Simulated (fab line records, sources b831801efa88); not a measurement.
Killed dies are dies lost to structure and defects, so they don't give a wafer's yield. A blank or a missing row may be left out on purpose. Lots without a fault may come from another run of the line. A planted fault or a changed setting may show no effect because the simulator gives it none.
A struck lot beside a sound one | flow sky130 | 17 steps out of a route of 708
Sound: wafers L798.4, L798.5, L798.6. Struck: wafers L812.1, L812.3, L812.5. The cause comes at the end.
At each step with rows: each side's tool, then ch and its chambers, then its first start. Under that, the readings that differ: sound wafers | struck wafers | difference of the means | sigmas: that difference in standard deviations of wafers without a fault.
alike: readings whose means differ by less than 2 such deviations, and words and numbers that are the same on both sides. not compared: withheld readings, readings that some wafer has no value for, bounds like >300 that may hide the same value, and numbers for which the record gives no deviation and whose values overlap.
The two part at a step that has a row with sigmas, a row that says differs or no value, or rows on one side only. Numbers that don't overlap but have no deviation are shown without sigmas and don't part them. A reading that every wafer of one side lacks parts them only if that side has two wafers or more.

SKY_LDD_P_OVL_MEAS_08:
  sound on overlay-02, day 20 17:27; struck on overlay-02, day 25 07:22
  alike: LDD_P_OVL
then, 1 step without rows for these wafers: SKY_LDD_P_IMPLANT_09.
SKY_LDD_P_STRIP_10: strips in O2/N2.
  sound on plasma_asher-02 ch 0,1, day 20 17:39; struck on plasma_asher-01 ch 0,1, day 25 07:33
  reading                      | sound             | struck            | difference | sigmas
  strip_time_to_endpoint_s (s) | 14.12 14.12 14.17 | 14.16 14.22 14.24 | +0.07      | +2
  alike: chamber_pressure_mTorr, drypump_motor_current_A, n2_flow_sccm, oes_product_au
  not compared: rf_hours_counter_h
SKY_LDD_P_TW_MEAS_11:
  sound on film_metro-04, day 20 17:45; struck on film_metro-04, day 25 07:39
  alike: LDD_P_TW
then, 7 steps without rows for these wafers: SKY_LDD_HVN_DEHYDRATE_00 (time 60 s); SKY_LDD_HVN_HMDS_01 (prime time 60 s); SKY_LDD_HVN_COAT_02 (resist thk 300 nm); SKY_LDD_HVN_SOFTBAKE_03 (time 60 s); SKY_LDD_HVN_EXPOSE_04 (exposes mask HVNTM, target cd 700 nm); SKY_LDD_HVN_PEB_05; SKY_LDD_HVN_DEVELOP_06 (develop time 60 s).
SKY_LDD_HVN_OVL_MEAS_07:
  sound on overlay-01, day 22 00:04; struck on overlay-01, day 26 13:01
  alike: LDD_HVN_OVL
SKY_LDD_HVN_IMPLANT_08:
  sound on implanter-04 ch 0, day 22 00:09; struck on implanter-03 ch 0, day 26 13:03
  reading                          | sound                           | struck                           | difference  | sigmas
  dose_ions_cm2                    | 3.002e+13 3.0017e+13 3.0055e+13 | 2.1635e+14 2.1638e+14 2.1636e+14 | +1.8633e+14 | +99 or more
  end_station_pressure_torr (Torr) | 4.98e-06 5.27e-06 4.89e-06      | 5.16e-06 6.17e-06 5.68e-06       | +6.23e-07   | +2
  faraday_current_uA               | 168 174 167                     | 1236 1222 1221                   | +1057       | +99 or more
SKY_LDD_HVN_STRIP_09: strips in O2/N2.
  sound on plasma_asher-01 ch 0,1, day 22 00:16; struck on plasma_asher-03 ch 0, day 26 13:12
  alike: chamber_pressure_mTorr, drypump_motor_current_A, n2_flow_sccm, oes_product_au, strip_time_to_endpoint_s
  not compared: rf_hours_counter_h
SKY_LDD_HVN_TW_MEAS_10:
  sound on film_metro-03, day 22 00:21; struck on film_metro-03, day 26 13:18
  reading    | sound          | struck         | difference | sigmas
  LDD_HVN_TW | 1437 1437 1434 | 2641 2651 2643 | +1209      | +99 or more
then, 1 step without rows for these wafers: SKY_LDD_HVP_DEHYDRATE_00 (time 60 s).
-- the record jumps here: 23 days lie between the struck wafers' starts before and after (it left off in module LDD_HVP and takes up again in module PAD_OPEN, whose first step shown is number 708 of the route) --
SKY_PAD_OPEN_PROBE_99:
  sound on prober-02, day 46 23:04; struck on prober-02, day 49 20:20
  reading                                | sound             | struck            | difference | sigmas
  killed_at_front_end                    | 6 6 6             | 15 19 23          | +13        | +3
  killed_dies                            | 87 84 57          | 111 89 96         | +23        | +2
  killed_open                            | 44 35 34          | 58 62 47          | +18        | +2
  model.etest.tip_n_5v.rs_ohm_sq         | 1427 1412 1424    | 316.8 316.5 316.9 | -1104.3    |
  model.etest.nfet_g5v0d10v5.r_on_ohm_um | 1919 1913 1953    | 1446 1439 1465    | -478       |
  model.etest.nfet_g5v0d10v5.drive_ua_um | 591 594.7 576.3   | 714.5 724.8 721.2 | +132.8     |
  model.etest.nfet_05v0_nvt.drive_ua_um  | 563.1 562.6 554.9 | 615.6 625.5 618   | +59.5      |
  model.etest.tip_n_5v.rs_ohm_sq_range   | 32.58 30.83 23.06 | 5.931 6.144 6.877 | -22.506    |
  model.etest.res_ndiff_hv.rs_ohm_sq     | 113.3 113.7 114.3 | 97.87 98.04 97.14 | -16.08     |
  model.etest.nfet_16v.drive_ua_um       | 218.1 217.9 211.8 | 224.8 227 224.1   | +9.4       |
  model.etest.ring_5v.delay_ps           | 45.29 44.76 45.97 | 41.8 41.26 42.28  | -3.6       |
  alike: killed_at_M0_to_M3, killed_at_M4_up, killed_at_contacts, killed_short

WHERE THEY PART
First at SKY_LDD_P_STRIP_10; last, within this record, at SKY_PAD_OPEN_PROBE_99.

WHY: what the simulator had put in
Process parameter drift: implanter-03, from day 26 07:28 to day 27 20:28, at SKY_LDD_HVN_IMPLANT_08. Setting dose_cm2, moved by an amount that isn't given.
